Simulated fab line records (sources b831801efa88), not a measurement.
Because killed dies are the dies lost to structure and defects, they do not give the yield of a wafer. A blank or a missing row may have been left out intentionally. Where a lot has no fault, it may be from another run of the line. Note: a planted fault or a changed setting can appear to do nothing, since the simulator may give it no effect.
fab line records    flow sky130    part 1 of 2: steps 1 to 24 of 34
record: lots: 5  wafers: 15  lastDay: 48
route steps=708 shown VIA4@658 METAL5@661 PASSIVATION@681
lots with no fault: from the same line, run without faults
startH: hours from the record's first day to the start of the lot's first wafer shown    waitH: hours elapsed since this lot's preceding step    " identical to the entry in the row above    L1.1+2: a single row standing in for several wafers    - no value, or no start given    * or withheld: withheld    < > ~ a bound
route shown NAME@n: names a module that has steps shown in the file, with the first one's number in the route    usual: mean/standard deviation taken from wafers without a fault    same: alike in all rows    chamber/n: place in a boat    sites: readings site by site    _std_site: standard deviation across them    _edge_site: inner sites' mean taken away from outer sites' mean    radiusMm: for every site, how far away it sits from the centre of the wafer    mask NAME#n: copy n    behind: tool/chamber where the wafer was last shaped    hold: reason for holding the lot/hours on hold/outcome of the hold    device: whichever transistor did not switch (one of n, p or np)    end of line: at the end of the route, the tests of the same wafers    a step without rows: its recipe alone    killed: count of dies lost to structure and defects at first sort (not the wafer's yield)    map: per-die view of a wafer (x killed, . not killed, _ where there is no die)
set.NAME: setting as actually run; set.NAME@STEP: the setting as run at that earlier step    model.NAME: the simulator's own value behind a step, which no gauge read
lots at selected steps of the route; one table per step, one row per wafer
services: the hour from which a tool's chamber was out of use, counted from the record's first day as startH (under 0 if before that day), plus the number of hours and why
== steps ==
step: SKY_VIA4_RS_MEAS_19
recipe: thkMeasGauge: four-point-probe  reads: W_of_VIA4_CVD_18+TiN_of_VIA4_SPUTTER_17
usual: VIA4_W_RS: 0.227/0.0031
lot.wafer  tool          chamber  startH   waitH  VIA4_W_RS[ohm/sq]
L076.2     filmMetro-04  -        1025.36  0.1    0.229
L076.5     "             -        "        "      0.231
L076.6     "             -        "        "      0.227
L081.1     filmMetro-02  -        1052.89  0.1    0.224
L081.5     "             -        "        "      0.223
L081.6     "             -        "        "      0.223
L083.3     filmMetro-01  -        1079.52  0.1    0.222
L083.4     "             -        "        "      0.223
L083.6     "             -        "        "      0.224
L084.2     filmMetro-01  -        1081.07  0.1    0.227
L084.3     "             -        "        "      0.226
L084.5     "             -        "        "      0.224
L086.2     filmMetro-01  -        1091.77  0.1    0.227
L086.3     "             -        "        "      0.230
L086.5     "             -        "        "      0.229
step: SKY_VIA4_THK_MEAS_20
recipe: thkMeasGauge: xrf  reads: W_of_VIA4_CVD_18
usual: VIA4_W_THK: 498/6.8
lot.wafer  tool          chamber  startH   waitH  VIA4_W_THK[nm]
L076.2     filmMetro-04  -        1025.47  0.1    497
L076.5     "             -        "        "      492
L076.6     "             -        "        "      500
L081.1     filmMetro-02  -        1053.01  0.1    504
L081.5     "             -        "        "      504
L081.6     "             -        "        "      503
L083.3     filmMetro-01  -        1079.62  0.1    507
L083.4     "             -        "        "      506
L083.6     "             -        "        "      506
L084.2     filmMetro-01  -        1081.18  0.1    502
L084.3     "             -        "        "      503
L084.5     "             -        "        "      511
L086.2     filmMetro-01  -        1091.88  0.1    503
L086.3     "             -        "        "      494
L086.5     "             -        "        "      498
step: SKY_VIA4_CMP_21
recipe: stopOn: SiO2  tOverpolishS: 25  downForcePsi: 3.5  platenRpm: 60  targetThkNm: 0  padVelocityMS: 0.94248
usual: edgeZonePressureFrac: 1.000/0.0051  motorCurrentA: 11.4/1.1  overpolishRunS: 24.999/0.0088  timeToEndpointS: 123/5
lot.wafer  tool    chamber  startH   waitH  edgeZonePressureFrac  motorCurrentA  overpolishRunS  timeToEndpointS
L076.2     cmp-01  1        1025.62  0.1    1.002                 10.1           25.004          120
L076.5     "       3        "        "      1.009                 11.1           24.999          123
L076.6     "       0        "        "      1.002                 11.3           24.995          119
L081.1     cmp-01  3        1053.22  0.2    1.004                 11.5           25.001          134
L081.5     "       0        "        "      0.994                 11.8           24.994          130
L081.6     "       1        "        "      0.999                 10.3           25.006          130
L083.3     cmp-02  1        1079.66  0.0    0.997                 13.2           24.998          121
L083.4     "       0        "        "      0.998                 10.3           24.998          123
L083.6     "       2        "        "      1.008                 12.4           24.997          123
L084.2     cmp-01  1        1081.23  0.0    0.990                 10.0           24.992          124
L084.3     "       0        "        "      1.004                 12.0           25.011          135
L084.5     "       1        "        "      0.996                 10.6           24.989          127
L086.3     cmp-02  3        1091.93  0.0    0.991                 12.4           25.001          122
L086.2     "       2        "        "      0.999                 12.5           25.026          128
L086.5     "       3        "        "      0.991                 12.4           24.989          124
step: SKY_METAL5_SPUTTER_00
recipe: material: Ti  targetThkNm: 15  powerW: 3000  timeS: 10  chamberPressurePa: 0.4
usual: throttleValvePct: 29.9/0.66
lot.wafer  tool           chamber  startH   waitH  throttleValvePct
L076.2     pvdSputter-02  -        1025.82  0.1    29.2
L076.5     "              -        "        "      30.4
L076.6     "              -        "        "      30.5
L081.1     pvdSputter-04  -        1053.37  0.1    28.9
L081.5     "              -        "        "      29.7
L081.6     "              -        "        "      29.0
L083.3     pvdSputter-03  -        1079.96  0.2    30.8
L083.4     "              -        "        "      30.7
L083.6     "              -        "        "      30.8
L084.2     pvdSputter-04  -        1081.53  0.2    29.4
L084.3     "              -        "        "      29.4
L084.5     "              -        "        "      28.6
L086.2     pvdSputter-02  -        1092.23  0.1    29.3
L086.3     "              -        "        "      30.4
L086.5     "              -        "        "      30.3
step: SKY_METAL5_SPUTTER_01
recipe: material: TiN  targetThkNm: 20  powerW: 6500  timeS: 16.28  chamberPressurePa: 0.4
usual: throttleValvePct: 29.9/0.67
lot.wafer  tool           chamber  startH   waitH  throttleValvePct
L076.2     pvdSputter-02  -        1025.84  0.0    29.2
L076.5     "              -        "        "      30.2
L076.6     "              -        "        "      30.6
L081.1     pvdSputter-04  -        1053.39  0.0    29.1
L081.5     "              -        "        "      29.4
L081.6     "              -        "        "      29.0
L083.3     pvdSputter-03  -        1079.98  0.0    30.5
L083.4     "              -        "        "      30.9
L083.6     "              -        "        "      30.7
L084.2     pvdSputter-04  -        1081.55  0.0    29.5
L084.3     "              -        "        "      28.9
L084.5     "              -        "        "      28.3
L086.2     pvdSputter-02  -        1092.25  0.0    29.0
L086.3     "              -        "        "      30.7
L086.5     "              -        "        "      29.9
step: SKY_METAL5_SPUTTER_02
recipe: material: AlCu  targetThkNm: 1150  powerW: 10600  timeS: 61.2  chamberPressurePa: 0.4
usual: throttleValvePct: 29.9/0.64
lot.wafer  tool           chamber  startH   waitH  throttleValvePct
L076.2     pvdSputter-02  -        1025.87  0.0    29.2
L076.5     "              -        "        "      29.9
L076.6     "              -        "        "      30.5
L081.1     pvdSputter-04  -        1053.42  0.0    29.1
L081.5     "              -        "        "      29.8
L081.6     "              -        "        "      29.1
L083.3     pvdSputter-03  -        1080.01  0.0    30.8
L083.4     "              -        "        "      30.6
L083.6     "              -        "        "      30.7
L084.2     pvdSputter-04  -        1081.58  0.0    29.3
L084.3     "              -        "        "      29.1
L084.5     "              -        "        "      28.7
L086.2     pvdSputter-02  -        1092.28  0.0    29.3
L086.3     "              -        "        "      30.3
L086.5     "              -        "        "      30.0
step: SKY_METAL5_SPUTTER_03
recipe: material: Ti  targetThkNm: 5  powerW: 3000  timeS: 3.3  chamberPressurePa: 0.4
usual: throttleValvePct: 29.9/0.64
lot.wafer  tool           chamber  startH   waitH  throttleValvePct
L076.2     pvdSputter-02  -        1025.92  0.0    28.9
L076.5     "              -        "        "      29.9
L076.6     "              -        "        "      30.6
L081.1     pvdSputter-04  -        1053.47  0.0    28.8
L081.5     "              -        "        "      29.6
L081.6     "              -        "        "      29.0
L083.3     pvdSputter-03  -        1080.06  0.0    30.4
L083.4     "              -        "        "      31.0
L083.6     "              -        "        "      30.7
L084.2     pvdSputter-04  -        1081.63  0.0    29.5
L084.3     "              -        "        "      29.3
L084.5     "              -        "        "      28.8
L086.2     pvdSputter-02  -        1092.33  0.0    29.1
L086.3     "              -        "        "      30.4
L086.5     "              -        "        "      29.9
step: SKY_METAL5_SPUTTER_04
recipe: material: TiN  targetThkNm: 70  powerW: 6500  timeS: 58.3  chamberPressurePa: 0.4
usual: throttleValvePct: 29.9/0.66
lot.wafer  tool           chamber  startH   waitH  throttleValvePct
L076.2     pvdSputter-02  -        1025.93  0.0    29.2
L076.5     "              -        "        "      30.0
L076.6     "              -        "        "      30.4
L081.1     pvdSputter-04  -        1053.48  0.0    28.9
L081.5     "              -        "        "      29.8
L081.6     "              -        "        "      29.0
L083.3     pvdSputter-03  -        1080.08  0.0    30.3
L083.4     "              -        "        "      30.5
L083.6     "              -        "        "      30.6
L084.2     pvdSputter-04  -        1081.65  0.0    29.6
L084.3     "              -        "        "      28.8
L084.5     "              -        "        "      28.7
L086.2     pvdSputter-02  -        1092.34  0.0    29.0
L086.3     "              -        "        "      30.7
L086.5     "              -        "        "      30.2
step: SKY_METAL5_RS_MEAS_05
recipe: thkMeasGauge: four-point-probe  reads: TiN_of_METAL5_SPUTTER_04+Ti_of_METAL5_SPUTTER_03+AlCu_of_METAL5_SPUTTER_02+TiN_of_METAL5_SPUTTER_01+Ti_of_METAL5_SPUTTER_00
usual: METAL5_ALCU_RS: 0.0270/0.00036
lot.wafer  tool          chamber  startH   waitH  METAL5_ALCU_RS[ohm/sq]
L076.2     filmMetro-03  -        1026.00  0.0    0.0273
L076.5     "             -        "        "      0.0271
L076.6     "             -        "        "      0.0270
L081.1     filmMetro-01  -        1053.53  0.0    0.0270
L081.5     "             -        "        "      0.0280
L081.6     "             -        "        "      0.0267
L083.3     filmMetro-03  -        1080.17  0.1    0.0271
L083.4     "             -        "        "      0.0268
L083.6     "             -        "        "      0.0268
L084.2     filmMetro-02  -        1081.71  0.0    0.0279
L084.3     "             -        "        "      0.0269
L084.5     "             -        "        "      0.0275
L086.2     filmMetro-01  -        1092.41  0.0    0.0276
L086.3     "             -        "        "      0.0269
L086.5     "             -        "        "      0.0264
step: SKY_METAL5_THK_MEAS_06
recipe: thkMeasGauge: xrf  reads: AlCu_of_METAL5_SPUTTER_02
usual: METAL5_ALCU_THK: 1148/17
lot.wafer  tool          chamber  startH   waitH  METAL5_ALCU_THK[nm]
L076.2     filmMetro-03  -        1026.11  0.1    1140
L076.5     "             -        "        "      1144
L076.6     "             -        "        "      1153
L081.1     filmMetro-01  -        1053.65  0.1    1153
L081.5     "             -        "        "      1110
L081.6     "             -        "        "      1157
L083.3     filmMetro-03  -        1080.27  0.1    1145
L083.4     "             -        "        "      1165
L083.6     "             -        "        "      1165
L084.2     filmMetro-02  -        1081.82  0.1    1111
L084.3     "             -        "        "      1145
L084.5     "             -        "        "      1124
L086.2     filmMetro-01  -        1092.52  0.1    1117
L086.3     "             -        "        "      1145
L086.5     "             -        "        "      1168
step: SKY_METAL5_DEHYDRATE_07
recipe: tempC: 200  timeS: 60
usual: chillPlateTempC: 23.00/0.1
lot.wafer  tool           chamber  startH   waitH  chillPlateTempC
L076.2     lithoTrack-02  0        1036.99  10.9   23.21
L076.5     "              0        "        "      22.96
L076.6     "              0        "        "      22.88
L081.1     lithoTrack-01  0        1064.53  10.9   22.87
L081.5     "              0        "        "      22.89
L081.6     "              0        "        "      23.08
L083.3     lithoTrack-04  0        1090.64  10.4   23.15
L083.4     "              0        "        "      23.09
L083.6     "              0        "        "      23.05
L084.2     lithoTrack-04  0        1092.16  10.3   22.93
L084.3     "              0        "        "      22.89
L084.5     "              0        "        "      22.94
L086.2     lithoTrack-02  0        1101.49  9.0    23.03
L086.3     "              0        "        "      23.03
L086.5     "              0        "        "      23.00
step: SKY_METAL5_HMDS_08
recipe: primeTimeS: 60  primeTempC: 120
usual: chillPlateTempC: 23.00/0.11
lot.wafer  tool           chamber  startH   waitH  chillPlateTempC
L076.2     lithoTrack-02  0        1037.14  0.1    23.14
L076.5     "              0        "        "      23.15
L076.6     "              0        "        "      23.06
L081.1     lithoTrack-01  0        1064.68  0.1    22.98
L081.5     "              0        "        "      23.16
L081.6     "              0        "        "      22.99
L083.3     lithoTrack-04  0        1090.79  0.1    22.96
L083.4     "              0        "        "      22.99
L083.6     "              0        "        "      22.96
L084.2     lithoTrack-04  0        1092.31  0.1    22.99
L084.3     "              0        "        "      22.97
L084.5     "              0        "        "      22.93
L086.2     lithoTrack-02  0        1101.64  0.1    22.78
L086.3     "              0        "        "      23.01
L086.5     "              0        "        "      22.91
step: SKY_METAL5_COAT_09
recipe: resist: NOVOLAK  spinRpm: 3000  resistThkNm: 1800
usual: chillPlateTempC: 23.03/0.11
lot.wafer  tool           chamber  startH   waitH  chillPlateTempC
L076.2     lithoTrack-02  0        1037.29  0.1    23.15
L076.5     "              0        "        "      23.19
L076.6     "              0        "        "      23.19
L081.1     lithoTrack-01  0        1064.83  0.1    23.20
L081.5     "              0        "        "      23.05
L081.6     "              0        "        "      23.09
L083.3     lithoTrack-04  0        1090.94  0.1    22.87
L083.4     "              0        "        "      22.68
L083.6     "              0        "        "      22.93
L084.2     lithoTrack-04  0        1092.46  0.1    23.02
L084.3     "              0        "        "      22.99
L084.5     "              0        "        "      23.14
L086.2     lithoTrack-02  0        1101.79  0.1    23.14
L086.3     "              0        "        "      23.19
L086.5     "              0        "        "      22.98
step: SKY_METAL5_SOFTBAKE_10
recipe: tempC: 90  timeS: 60  resist: NOVOLAK
usual: chillPlateTempC: 23.01/0.12
lot.wafer  tool           chamber  startH   waitH  chillPlateTempC
L076.2     lithoTrack-02  0        1037.44  0.1    22.86
L076.5     "              0        "        "      22.88
L076.6     "              0        "        "      23.05
L081.1     lithoTrack-01  0        1064.98  0.1    23.10
L081.5     "              0        "        "      22.98
L081.6     "              0        "        "      22.94
L083.3     lithoTrack-04  0        1091.09  0.1    22.98
L083.4     "              0        "        "      22.96
L083.6     "              0        "        "      23.11
L084.2     lithoTrack-04  0        1092.61  0.1    22.76
L084.3     "              0        "        "      22.92
L084.5     "              0        "        "      22.72
L086.2     lithoTrack-02  0        1101.94  0.1    23.05
L086.3     "              0        "        "      23.03
L086.5     "              0        "        "      23.04
step: SKY_METAL5_EXPOSE_11
recipe: maskId: MM5  na: 0.6  sourceShape: conventional  sigmaOuter: 0.6  polarization: unpolarized  targetCdNm: 1600  doseMj: 190
usual: stageVelMmS: 500.06/0.23
lot.wafer  tool             chamber  startH  waitH  mask   stageVelMmS
L076.2     ilineStepper-02  0        -       -      MM5#0  499.99
L076.5     "                0        "       "      MM5#0  500.14
L076.6     "                0        "       "      MM5#0  500.14
L081.1     ilineStepper-02  0        -       -      MM5#0  500.22
L081.5     "                0        "       "      MM5#0  500.07
L081.6     "                0        "       "      MM5#0  499.79
L083.3     ilineStepper-02  0        -       -      MM5#0  500.21
L083.4     "                0        "       "      MM5#0  500.31
L083.6     "                0        "       "      MM5#0  500.07
L084.2     ilineStepper-02  0        -       -      MM5#0  499.88
L084.3     "                0        "       "      MM5#0  499.90
L084.5     "                0        "       "      MM5#0  499.87
L086.2     ilineStepper-01  0        -       -      MM5#0  499.96
L086.3     "                0        "       "      MM5#0  500.18
L086.5     "                0        "       "      MM5#0  500.30
step: SKY_METAL5_PEB_12
recipe: tempC: withheld  timeS: *  resist: NOVOLAK
usual: chillPlateTempC: *
lot.wafer  tool           chamber  startH  waitH  chillPlateTempC
L076.2     lithoTrack-02  0        -       -      *
L076.5     "              0        "       "      *
L076.6     "              0        "       "      *
L081.1     lithoTrack-02  0        -       -      *
L081.5     "              0        "       "      *
L081.6     "              0        "       "      *
L083.3     lithoTrack-01  0        -       -      *
L083.4     "              0        "       "      *
L083.6     "              0        "       "      *
L084.2     lithoTrack-01  0        -       -      *
L084.3     "              0        "       "      *
L084.5     "              0        "       "      *
L086.2     lithoTrack-04  0        -       -      *
L086.3     "              0        "       "      *
L086.5     "              0        "       "      *
step: SKY_METAL5_DEVELOP_13
recipe: resist: NOVOLAK  developer: TMAH  developTimeS: 60  devTempC: 23
usual: chillPlateTempC: 23.00/0.11
lot.wafer  tool           chamber  startH   waitH  chillPlateTempC
L076.2     lithoTrack-02  0        1048.59  0.1    22.99
L076.5     "              0        "        "      22.99
L076.6     "              0        "        "      22.97
L081.1     lithoTrack-02  0        1075.52  0.1    23.25
L081.5     "              0        "        "      23.30
L081.6     "              0        "        "      23.15
L083.3     lithoTrack-01  0        1099.78  0.1    22.96
L083.4     "              0        "        "      22.93
L083.6     "              0        "        "      22.98
L084.2     lithoTrack-01  0        1102.10  0.1    23.10
L084.3     "              0        "        "      23.08
L084.5     "              0        "        "      22.99
L086.2     lithoTrack-04  0        1112.41  0.1    22.90
L086.3     "              0        "        "      23.11
L086.5     "              0        "        "      23.01
step: SKY_METAL5_DESCUM_14
recipe: chemistry: O2  sourcePowerW: 150  biasPowerW: 0  pressureMtorr: 10  tempC: 40  timeS: 11
usual: drypumpMotorCurrentA: 5.34/0.22  oesProductAu: 1.000/0.015
lot.wafer  tool         chamber  startH   waitH  drypumpMotorCurrentA  oesProductAu  rfHoursCounterH
L076.2     rieMetal-01  1        1048.72  0.1    5.10                  1.033         16
L076.5     "            0        "        "      5.21                  1.012         -
L076.6     "            1        "        "      5.08                  1.028         -
L081.1     rieMetal-03  0        1075.67  0.1    5.24                  0.986         17
L081.5     "            0        "        "      5.23                  0.984         -
L081.6     "            1        "        "      5.69                  1.002         -
L083.3     rieMetal-03  0        1099.89  0.1    5.21                  0.981         -
L083.4     "            1        "        "      5.69                  0.992         -
L083.6     "            0        "        "      5.23                  0.968         -
L084.2     rieMetal-03  0        1102.23  0.1    5.22                  0.976         19
L084.3     "            0        "        "      5.26                  0.975         -
L084.5     "            0        "        "      5.20                  0.982         -
L086.2     rieMetal-04  0        1112.55  0.1    5.39                  0.977         -
L086.3     "            0        "        "      5.39                  0.985         -
L086.5     "            0        "        "      5.41                  0.989         -
step: SKY_METAL5_METAL_ETCH_15
recipe: targetDepthA: 12600  stopOn: SiO2  overEtchFrac: 0.206  timeS: 252  chemistry: Cl2/BCl3  resistSidewallDeg: 86  pressureMtorr: 10  icpW: 900  biasW: 48.5  Cl2_flow_sccm: 60  bcl3FlowSccm: 30
usual: biasW: 48.49/0.15  drypumpMotorCurrentA: 5.33/0.22  oesProductAu: 0.891/0.0044  throttleValvePct: 22.265/0.0087
lot.wafer  tool         chamber  startH   waitH  biasW  drypumpMotorCurrentA  oesProductAu  rfHoursCounterH  throttleValvePct
L076.2     rieMetal-01  1        1048.75  0.0    48.42  5.09                  0.893         16               22.254
L076.5     "            0        "        "      48.77  5.20                  0.895         -                22.282
L076.6     "            1        "        "      48.58  5.10                  0.890         -                22.253
L081.1     rieMetal-03  0        1075.70  0.0    48.27  5.21                  0.891         17               22.270
L081.5     "            0        "        "      48.37  5.21                  0.880         -                22.268
L081.6     "            1        "        "      48.46  5.67                  0.897         -                22.256
L083.3     rieMetal-03  0        1099.99  0.1    48.42  5.23                  0.892         -                22.262
L083.4     "            1        "        "      48.49  5.69                  0.889         -                22.254
L083.6     "            0        "        "      48.47  5.21                  0.893         -                22.262
L084.2     rieMetal-03  0        1102.26  0.0    48.52  5.19                  0.884         19               22.267
L084.3     "            0        "        "      48.59  5.21                  0.882         -                22.246
L084.5     "            0        "        "      48.74  5.19                  0.897         -                22.265
L086.2     rieMetal-04  0        1112.69  0.1    48.61  5.41                  0.888         -                22.274
L086.3     "            0        "        "      48.66  5.41                  0.899         -                22.267
L086.5     "            0        "        "      48.67  5.41                  0.886         -                22.260
step: SKY_METAL5_STRIP_16
recipe: chemistry: O2/N2  powerW: 1400  pressureMtorr: 1500  platenTempC: withheld  o2FlowSccm: 3000  n2FlowSccm: 300  overashFraction: 0.5
usual: drypumpMotorCurrentA: 5.41/0.29  oesProductAu: 0.710/0.0045  stripTimeToEndpointS: 13.03/0.2
lot.wafer  tool            chamber  startH   waitH  drypumpMotorCurrentA  oesProductAu  rfHoursCounterH  stripTimeToEndpointS
L076.2     plasmaAsher-04  1        1048.99  0.2    5.65                  0.708         126              12.72
L076.5     "               0        "        "      5.08                  0.711         -                13.08
L076.6     "               1        "        "      5.64                  0.712         -                12.62
L081.1     plasmaAsher-01  1        1075.94  0.2    5.21                  0.713         63               13.19
L081.5     "               1        "        "      5.21                  0.709         -                13.23
L081.6     "               0        "        "      5.54                  0.707         -                12.96
L083.3     plasmaAsher-02  0        1100.18  0.1    5.14                  0.714         -                13.20
L083.4     "               1        "        "      5.93                  0.708         -                13.05
L083.6     "               1        "        "      5.87                  0.705         -                13.14
L084.2     plasmaAsher-04  0        1102.50  0.2    5.07                  0.709         4                13.23
L084.3     "               0        "        "      5.08                  0.705         -                13.22
L084.5     "               0        "        "      5.08                  0.710         -                13.17
L086.2     plasmaAsher-04  0        1113.08  0.3    5.06                  0.713         4                13.29
L086.3     "               1        "        "      5.65                  0.708         -                13.25
L086.5     "               0        "        "      5.08                  0.705         -                13.23
step: SKY_METAL5_STRIP_17
recipe: chemistry: postEtchResidueRemover  timeS: 1200  tempC: 72.5
lot.wafer   tool         chamber  startH   waitH
L076.2+5+6  wetBench-01  3        1049.09  0.1
L081.1+5+6  wetBench-03  1        1076.04  0.1
L083.3+4+6  wetBench-03  0        1100.26  0.0
L084.2+3+5  wetBench-03  1        1102.60  0.1
L086.2+3+5  wetBench-03  2        1113.18  0.1
step: SKY_METAL5_CLEAN_18
recipe: chemistry: IPA  timeS: 180  tempC: 25
lot.wafer   tool         chamber  startH   waitH
L076.2+5+6  wetBench-03  2        1049.43  0.0
L081.1+5+6  wetBench-03  3        1076.44  0.1
L083.3+4+6  wetBench-01  2        1100.60  0.0
L084.2+3+5  wetBench-01  2        1102.94  0.0
L086.2+3+5  wetBench-03  2        1113.52  0.0
step: SKY_METAL5_CLEAN_19
recipe: chemistry: O3/DIW  dry: n2Spin
lot.wafer   tool         chamber  startH   waitH
L076.2+5+6  wetBench-01  1        1049.49  0.0
L081.1+5+6  wetBench-03  3        1076.59  0.1
L083.3+4+6  wetBench-04  0        1100.67  0.0
L084.2+3+5  wetBench-03  2        1103.00  0.0
L086.2+3+5  wetBench-03  1        1113.58  0.0
step: SKY_PASSIVATION_CVD_00
recipe: material: SiO2  targetThkNm: 90  tempC: 400  timeS: withheld  rfW: 600
usual: heaterPowerW: 657/120
lot.wafer  tool      chamber  startH   waitH  heaterPowerW
L076.2     pecvd-01  1        1049.58  0.0    577
L076.5     "         0        "        "      646
L076.6     "         1        "        "      591
L081.1     pecvd-02  1        1076.68  0.0    925
L081.5     "         1        "        "      915
L081.6     "         2        "        "      563
L083.3     pecvd-02  2        1100.77  0.0    570
L083.4     "         1        "        "      984
L083.6     "         0        "        "      524
L084.2     pecvd-04  1        1103.10  0.0    722
L084.3     "         2        "        "      705
L084.5     "         1        "        "      707
L086.2     pecvd-01  0        1113.67  0.0    640
L086.3     "         1        "        "      567
L086.5     "         1        "        "      583
